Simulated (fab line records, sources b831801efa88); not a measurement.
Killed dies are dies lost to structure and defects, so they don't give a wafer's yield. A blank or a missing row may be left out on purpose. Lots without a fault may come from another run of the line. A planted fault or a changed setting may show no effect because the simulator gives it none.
A struck lot beside a sound one | flow sky130 | 15 steps out of a route of 708
Sound: wafers L274.2, L274.3, L274.6. Struck: wafer L283.5. (L283.6 of the same lot was not struck and is left out.) The cause comes at the end.
At each step with rows: each side's tool, then ch and its chambers, then its first start. Under that, the readings that differ: sound wafers | struck wafers | difference of the means | sigmas: that difference in standard deviations of wafers without a fault.
alike: readings whose means differ by less than 2 such deviations, and words and numbers that are the same on both sides. not compared: withheld readings, readings that some wafer has no value for, bounds like >300 that may hide the same value, and numbers for which the record gives no deviation and whose values overlap.
The two part at a step that has a row with sigmas, a row that says differs or no value, or rows on one side only. Numbers that don't overlap but have no deviation are shown without sigmas and don't part them. A reading that every wafer of one side lacks parts them only if that side has two wafers or more.

SKY_CONTACT_SPUTTER_23: material TiN, target thk 20 nm, time 80 s.
  sound on pvd_sputter-03, day 34 10:25; struck on pvd_sputter-01, day 37 06:01
  alike: throttle_valve_pct
SKY_CONTACT_CVD_24: deposits W, target thk 340 nm, time 102.12 s.
  sound on cvd_w-02 ch 0, day 34 10:28; struck on cvd_w-01 ch 1, day 37 06:08
  alike: chamber_pressure_Torr, heater_power_w
SKY_CONTACT_RS_MEAS_25: measures by four-point-probe.
  sound on film_metro-01, day 34 10:36; struck on film_metro-01, day 37 06:14
  alike: CONTACT_W_RS
SKY_CONTACT_THK_MEAS_26: measures by xrf.
  sound on film_metro-01, day 34 10:43; struck on film_metro-01, day 37 06:19
  alike: CONTACT_W_THK
then, 1 step without rows for these wafers: SKY_CONTACT_CMP_27 (polishes, stops on SiO2, t overpolish 15 s, target thk 0 nm).
SKY_METAL1_SPUTTER_00: material Ti, target thk 15 nm, time 10 s.
  sound on pvd_sputter-04, day 34 11:10; struck on pvd_sputter-02, day 37 06:42
  alike: throttle_valve_pct
then, 1 step without rows for these wafers: SKY_METAL1_SPUTTER_01 (material TiN, target thk 20 nm, time 16.7 s).
SKY_METAL1_SPUTTER_02: material AlCu, target thk 250 nm, time 13.3 s.
  sound on pvd_sputter-04, day 34 11:13; struck on pvd_sputter-02, day 37 06:45
  alike: throttle_valve_pct
SKY_METAL1_SPUTTER_03: material Ti, target thk 5 nm, time 3.3 s.
  sound on pvd_sputter-04, day 34 11:14; struck on pvd_sputter-02, day 37 06:46
  alike: throttle_valve_pct
then, 1 step without rows for these wafers: SKY_METAL1_SPUTTER_04 (material TiN, target thk 70 nm, time 58.3 s).
SKY_METAL1_RS_MEAS_05: measures by four-point-probe.
  sound on film_metro-02, day 34 11:19; struck on film_metro-04, day 37 06:55
  alike: METAL1_ALCU_RS
SKY_METAL1_THK_MEAS_06: measures by xrf.
  sound on film_metro-02, day 34 11:26; struck on film_metro-04, day 37 06:59
  alike: METAL1_ALCU_THK
SKY_METAL1_DEHYDRATE_07: time 60 s.
  sound on litho_track-01 ch 0, day 35 00:26; struck on litho_track-04 ch 0, day 37 19:02
  reading          | sound             | struck | difference | sigmas
  run_length_s (s) | 89.23 89.12 88.93 | 93.45  | +4.36      | +44
  alike: resist_line_temp_C
then, 1 step without rows for these wafers: SKY_METAL1_HMDS_08 (prime time 60 s).
-- the record jumps here: 12 days lie between the struck wafers' starts before and after (it left off in module METAL1 and takes up again in module PAD_OPEN, whose first step shown is number 708 of the route) --
SKY_PAD_OPEN_PROBE_99:
  sound on prober-02, day 48 00:22; struck on prober-01, day 49 22:36
  alike: defect_limited_yield, killed_at_M0_to_M3, killed_at_M4_up, killed_at_contacts, killed_at_front_end, killed_at_other, killed_dies, killed_open, killed_short, sort_bin_3_pad_short, sort_bin_5_function, sort_bin_6_memory, sort_n_pass, sort_yield_pct

WHERE THEY PART
Only at SKY_METAL1_DEHYDRATE_07, within this record. Later steps at which nothing parts them and some readings are alike: SKY_PAD_OPEN_PROBE_99.

WHY: what the simulator had put in
Process parameter drift: litho_track-04, from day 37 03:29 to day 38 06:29, at SKY_METAL1_DEHYDRATE_07. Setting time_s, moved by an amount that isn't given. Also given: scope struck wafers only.
